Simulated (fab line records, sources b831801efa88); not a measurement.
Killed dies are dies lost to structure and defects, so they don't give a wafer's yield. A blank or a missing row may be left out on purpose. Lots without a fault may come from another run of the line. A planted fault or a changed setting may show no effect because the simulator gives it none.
Which tool did it? | flow sky130 | 10 lots, 30 wafers sampled, at 6 steps of a route of 708

WHAT THE GAUGES READ, wafer by wafer
SKY_METAL2_CD_MEAS_15: target cd 140 nm. Usual: cd_nm 140.3 nm, standard deviation 1.6.
lot  | measured     | on        | cd_nm (nm)        | flag
L589 | day 35 04:44 | cd_sem-02 | 140.8 140.1 139.4 |
L590 | day 35 10:46 | cd_sem-02 | 141.8 142.6 140.3 |
L593 | day 36 20:17 | cd_sem-02 | 139.7 139.9 140.5 |
L598 | day 38 00:33 | cd_sem-02 | 138.5 138.6 137.8 |
L599 | day 38 01:52 | cd_sem-01 | 141.7 142.0 141.2 |
L604 | day 39 17:04 | cd_sem-02 | 138.9 139.2 138.3 |
L607 | day 40 16:47 | cd_sem-02 | 138.4 139.5 138.4 |
L609 | day 41 05:28 | cd_sem-02 | 141.7 141.9 140.8 |
L610 | day 41 13:22 | cd_sem-02 | 138.9 138.8 137.6 |
L612 | day 41 23:31 | cd_sem-02 | 142.0 143.0 142.3 |

SKY_CAPM_RS_MEAS_03: measures by four-point-probe. Usual: CAPM_TIN_RS 6.92 ohm/sq, standard deviation 0.098.
lot  | measured     | on            | CAPM_TIN_RS (ohm/sq) | flag
L589 | day 36 10:37 | film_metro-04 | 6.79 6.87 6.75       |
L590 | day 36 16:28 | film_metro-04 | 6.91 6.97 6.93       |
L593 | day 38 01:16 | film_metro-02 | 6.99 7.10 6.96       |
L598 | day 39 05:29 | film_metro-02 | 6.97 4.56 6.95       | OFF
L599 | day 39 07:02 | film_metro-01 | 6.92 4.65 6.86       | OFF
L604 | day 40 20:50 | film_metro-04 | 6.93 7.04 6.93       |
L607 | day 41 19:16 | film_metro-01 | 6.86 6.86 6.98       |
L609 | day 42 08:30 | film_metro-02 | 6.93 6.84 6.96       |
L610 | day 42 15:43 | film_metro-04 | 7.17 6.99 7.04       |
L612 | day 43 01:32 | film_metro-02 | 7.01 6.93 6.72       |

SKY_CAPM_THK_MEAS_04: measures by xrf. Usual: CAPM_TIN_THK 193.9 nm, standard deviation 2.8.
lot  | measured     | on            | CAPM_TIN_THK (nm) | flag
L589 | day 36 10:44 | film_metro-04 | 196.6 194.9 199.2 |
L590 | day 36 16:35 | film_metro-04 | 193.9 191.5 193.7 |
L593 | day 38 01:23 | film_metro-02 | 192.2 188.5 191.9 |
L598 | day 39 05:35 | film_metro-02 | 192.7 289.3 191.5 | OFF
L599 | day 39 07:09 | film_metro-01 | 195.3 286.8 196.9 | OFF
L604 | day 40 20:58 | film_metro-04 | 192.4 190.6 192.9 |
L607 | day 41 19:23 | film_metro-01 | 196.6 196.6 193.6 |
L609 | day 42 08:37 | film_metro-02 | 192.5 194.2 191.6 |
L610 | day 42 15:50 | film_metro-04 | 188.5 193.4 191.8 |
L612 | day 43 01:39 | film_metro-02 | 190.2 193.5 198.2 |

WHICH TOOL RAN EACH LOT (tool, then ch and the chambers of the sampled wafers, then the start)
lot  | SKY_METAL1_STRIP_20                  | SKY_VIA1_STRIP_16                    | SKY_CAPM_SPUTTER_02
L589 | plasma_asher-02 ch 0,1, day 32 21:22 | plasma_asher-04 ch 0,1, day 34 00:52 | pvd_sputter-02, day 36 10:31
L590 | plasma_asher-04 ch 0,1, day 33 02:46 | plasma_asher-03 ch 0,1, day 34 07:01 | pvd_sputter-02, day 36 16:22
L593 | plasma_asher-04 ch 0,1, day 34 12:43 | plasma_asher-01 ch 0,1, day 35 16:49 | pvd_sputter-03, day 38 01:09
L598 | plasma_asher-02 ch 0,1, day 35 18:35 | plasma_asher-04 ch 1, day 36 21:36   | pvd_sputter-03, day 39 05:21
L599 | plasma_asher-01 ch 0,1, day 35 18:56 | plasma_asher-04 ch 0,1, day 36 22:19 | pvd_sputter-03, day 39 06:55
L604 | plasma_asher-04 ch 0,1, day 37 11:34 | plasma_asher-04 ch 0,1, day 38 14:57 | pvd_sputter-04, day 40 20:44
L607 | plasma_asher-02 ch 0,1, day 38 12:38 | plasma_asher-04 ch 0,1, day 39 14:22 | pvd_sputter-04, day 41 19:09
L609 | plasma_asher-01 ch 0,1, day 39 01:22 | plasma_asher-01 ch 0, day 40 04:00   | pvd_sputter-04, day 42 08:23
L610 | plasma_asher-01 ch 0,1, day 39 10:42 | plasma_asher-04 ch 1, day 40 12:16   | pvd_sputter-03, day 42 15:37
L612 | plasma_asher-04 ch 0,1, day 39 20:24 | plasma_asher-04 ch 0,1, day 40 22:13 | pvd_sputter-03, day 43 01:25
- SKY_METAL1_STRIP_20: strips in O2/N2.
- SKY_VIA1_STRIP_16: strips in O2/N2.
- SKY_CAPM_SPUTTER_02: material TiN, target thk 200 nm, time 166.7 s.

WHAT THE TOOLS THEMSELVES READ (means of the sampled wafers that have a number; where no wafer has one, the mark that the record gives instead)
SKY_METAL1_STRIP_20. Usual: drypump_motor_current_A 6.06 A, standard deviation 0.2; n2_flow_sccm 300.2 sccm, standard deviation 0.91; o2_flow_sccm 2999 sccm, standard deviation 9.5; oes_product_au 0.344 a.u., standard deviation 0.0048; strip_time_to_endpoint_s 2.72 s, standard deviation 0.065.
lot  | tool            | drypump_motor_current_A (A) | n2_flow_sccm (sccm) | o2_flow_sccm (sccm) | oes_product_au (a.u.) | strip_time_to_endpoint_s (s) | flag
L589 | plasma_asher-02 | 6.13                        | 300.1               | 3000                | 0.348                 | 2.81                         |
L590 | plasma_asher-04 | 5.93                        | 300.5               | 2994                | 0.346                 | 2.72                         |
L593 | plasma_asher-04 | 5.94                        | 299.3               | 3006                | 0.345                 | 2.78                         |
L598 | plasma_asher-02 | 6.10                        | 299.2               | 2987                | 0.344                 | 2.69                         |
L599 | plasma_asher-01 | 6.15                        | 300.6               | 3008                | 0.349                 | 2.75                         |
L604 | plasma_asher-04 | 5.79                        | 299.4               | 2999                | 0.347                 | 2.73                         |
L607 | plasma_asher-02 | 6.17                        | 299.8               | 2998                | 0.342                 | 2.69                         |
L609 | plasma_asher-01 | 6.21                        | 299.9               | 3012                | 0.344                 | 2.75                         |
L610 | plasma_asher-01 | 6.16                        | 300.2               | 3002                | 0.345                 | 2.74                         |
L612 | plasma_asher-04 | 5.94                        | 300.7               | 2991                | 0.341                 | 2.67                         |

SKY_VIA1_STRIP_16. Usual: drypump_motor_current_A 5.95 A, standard deviation 0.25; n2_flow_sccm 300.0 sccm, standard deviation 0.87; o2_flow_sccm 3002 sccm, standard deviation 9.6; oes_product_au 0.415 a.u., standard deviation 0.0044; strip_time_to_endpoint_s 4.46 s, standard deviation 0.03.
lot  | tool            | drypump_motor_current_A (A) | n2_flow_sccm (sccm) | o2_flow_sccm (sccm) | oes_product_au (a.u.) | strip_time_to_endpoint_s (s) | flag
L589 | plasma_asher-04 | 5.95                        | 299.7               | 3008                | 0.417                 | 4.46                         |
L590 | plasma_asher-03 | 5.95                        | 300.6               | 3006                | 0.416                 | 4.44                         |
L593 | plasma_asher-01 | 6.22                        | 299.4               | 2996                | 0.415                 | 4.45                         |
L598 | plasma_asher-04 | 5.66                        | 300.2               | 3000                | 0.415                 | 4.42                         |
L599 | plasma_asher-04 | 5.80                        | 299.6               | 2997                | 0.416                 | 4.49                         |
L604 | plasma_asher-04 | 5.94                        | 300.7               | 3004                | 0.415                 | 4.48                         |
L607 | plasma_asher-04 | 5.80                        | 299.0               | 2997                | 0.414                 | 4.43                         |
L609 | plasma_asher-01 | 6.14                        | 299.6               | 2986                | 0.414                 | 4.46                         |
L610 | plasma_asher-04 | 5.66                        | 298.9               | 3016                | 0.416                 | 4.45                         |
L612 | plasma_asher-04 | 5.93                        | 300.6               | 3008                | 0.412                 | 4.45                         |

SKY_CAPM_SPUTTER_02. Usual: throttle_valve_pct 29.8 %, standard deviation 0.82.
lot  | tool           | throttle_valve_pct (%) | flag
L589 | pvd_sputter-02 | 29.2                   |
L590 | pvd_sputter-02 | 29.3                   |
L593 | pvd_sputter-03 | 30.3                   |
L598 | pvd_sputter-03 | 29.8                   |
L599 | pvd_sputter-03 | 29.7                   |
L604 | pvd_sputter-04 | 30.7                   |
L607 | pvd_sputter-04 | 30.7                   |
L609 | pvd_sputter-04 | 31.1                   |
L610 | pvd_sputter-03 | 30.0                   |
L612 | pvd_sputter-03 | 29.6                   |

THE ANSWER, worked out from the rows above alone
Rule: a lot is off if the mean of its wafers that have a number lies more than 3 standard deviations from the usual mean. A lot without any number at a reading at which 4 lots or more have one is off too. The other lots that the step has rows for count as sound. The gauges are gone through in route order, then the tools' own readings, and for those a lot's mean is taken as printed above. The first step at which some lot is off is used, and at that step the reading that is off furthest; a lot without a number counts as furthest.
Off: L598, L599, at SKY_CAPM_RS_MEAS_03 (CAPM_TIN_RS).
A tool fits if, at a process step before that reading, it ran every lot that is off, and no sound lot after the first of them. The gauges at SKY_CAPM_RS_MEAS_03 are tried like those tools. None of those tried fits.

WHAT THE SIMULATOR HAD PUT IN
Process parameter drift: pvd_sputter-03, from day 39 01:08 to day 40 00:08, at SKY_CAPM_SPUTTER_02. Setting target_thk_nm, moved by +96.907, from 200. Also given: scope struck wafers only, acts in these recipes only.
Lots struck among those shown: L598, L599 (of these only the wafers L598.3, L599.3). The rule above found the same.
